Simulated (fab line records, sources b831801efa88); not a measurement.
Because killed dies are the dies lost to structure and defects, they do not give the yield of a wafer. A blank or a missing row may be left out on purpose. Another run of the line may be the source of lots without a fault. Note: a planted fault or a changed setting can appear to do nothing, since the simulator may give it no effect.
2 desks looking at one fault :: flow gf180mcu :: what lay behind the numbers comes last; until then each desk has only its own

== DESK OF THE TOOL OWNER: lpcvd-01 ==
The tool's own readings at GF_STI_CVD_03 (deposits Si3N4 from DCS/NH3, target thk 207.16 nm, time 3551 s): means of the sampled wafers that have a number, for each lot that ran on this tool. A lot is out of limits, marked OUT, if its mean lies more than 4 standard deviations from the usual mean; the brackets give that distance.
Columns: A = spikeTcBottomC at GF_STI_CVD_03, usual 789.3 C; B = spikeTcCentreC at GF_STI_CVD_03, usual 769.5 C; C = spikeTcLowerC at GF_STI_CVD_03, usual 770.6 C; D = spikeTcTopC at GF_STI_CVD_03, usual 783.2 C; E = spikeTcUpperC at GF_STI_CVD_03, usual 768.8 C; F = susceptorTempC at GF_STI_CVD_03, usual 770.0 C; G = zonePowerUpperPct at GF_STI_CVD_03, usual 13.3 %
lot: L731
first seen here: day 1 11:34
A: 792.4
B: 768.8
C: 770.8
D: 783.9
E: 767.2
F: 769.7
G: 12.0

lot: L734
first seen here: day 2 03:38
A: 789.9
B: 769.3
C: 768.7
D: 784.4
E: 769.1
F: 769.9
G: 13.6

lot: L741
first seen here: day 3 13:34
A: 797.7
B: 776.9 (+6.2) OUT
C: 777.2 (+4.7) OUT
D: 791.8 (+4.3) OUT
E: 775.5 (+6.1) OUT
F: 777.7 (+20) OUT
G: 13.6

lot: L746
first seen here: day 4 15:10
A: 797.6
B: 776.8 (+6.1) OUT
C: 777.4 (+4.9) OUT
D: 790.6
E: 776.3 (+6.8) OUT
F: 778.0 (+21) OUT
G: 13.7
This desk's finding: out of limits on L741, L746; first on L741, day 3 13:34 (spikeTcCentreC at GF_STI_CVD_03). L731, L734: within limits.

== METROLOGY DESK ==
What the gauges read, lot by lot, whatever tool the lot ran on: means of the sampled wafers that have a number. A lot is out of limits, marked OUT, if its mean lies more than 4 standard deviations from the usual mean; the brackets give that distance.
Columns: A = STI_CVD_03_THK at GF_STI_THK_MEAS_04, usual 206.9 nm; B = DUAL_GATE_OVL at GF_DUAL_GATE_OVL_MEAS_11, usual -0.4 nm; C = M1_OVL at GF_M1_OVL_MEAS_15, usual -1 nm
lot: L731
first seen here: day 1 13:34
A: 205.3
B: -0.6
C: 2

lot: L733
first seen here: day 1 23:34
A: 204.7
B: -1.3
C: 8

lot: L734
first seen here: day 2 05:37
A: 207.9
B: 0.9
C: 7

lot: L735
first seen here: day 2 11:08
A: 204.6
B: -1.0
C: -3

lot: L741
first seen here: day 3 15:34
A: 238.8 (+15) OUT
B: -0.9
C: -5

lot: L746
first seen here: day 4 17:08
A: 239.1 (+15) OUT
B: 1.1
C: 0

lot: L749
first seen here: day 5 07:55
A: 205.6
B: 0.5
C: -1

lot: L750
first seen here: day 5 12:59
A: 206.2
B: -1.6
C: -2

lot: L751
first seen here: day 5 18:24
A: 205.3
B: 1.7
C: -2

lot: L752
first seen here: day 5 22:34
A: 207.9
B: -1.8
C: 0

lot: L754
first seen here: day 6 09:03
A: 208.9
B: -0.6
C: -2
This desk finds L741, L746 out of limits, with the earliest case on L741 at day 3 15:34 (STI_CVD_03_THK at GF_STI_THK_MEAS_04). L731, L733, L734, L735, L749, L750, L751, L752, L754: within limits.

== TAKEN TOGETHER ==
The tool owner's desk could have raised an alarm at day 3 13:34, on L741, L746.
At day 3 15:34 the metrology desk could have sounded an alarm, on L741, L746.
Of the lots named, all ran GF_STI_CVD_03 on lpcvd-01.

== WHAT HAD BEEN PUT IN BY THE SIMULATOR ==
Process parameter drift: lpcvd-01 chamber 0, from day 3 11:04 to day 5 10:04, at GF_STI_CVD_03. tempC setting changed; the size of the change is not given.
Shown lots that were struck: L741, L746.
Hours from the fault's start to each desk's first reading out of limits: the tool owner's desk, 2; the metrology desk, 4.
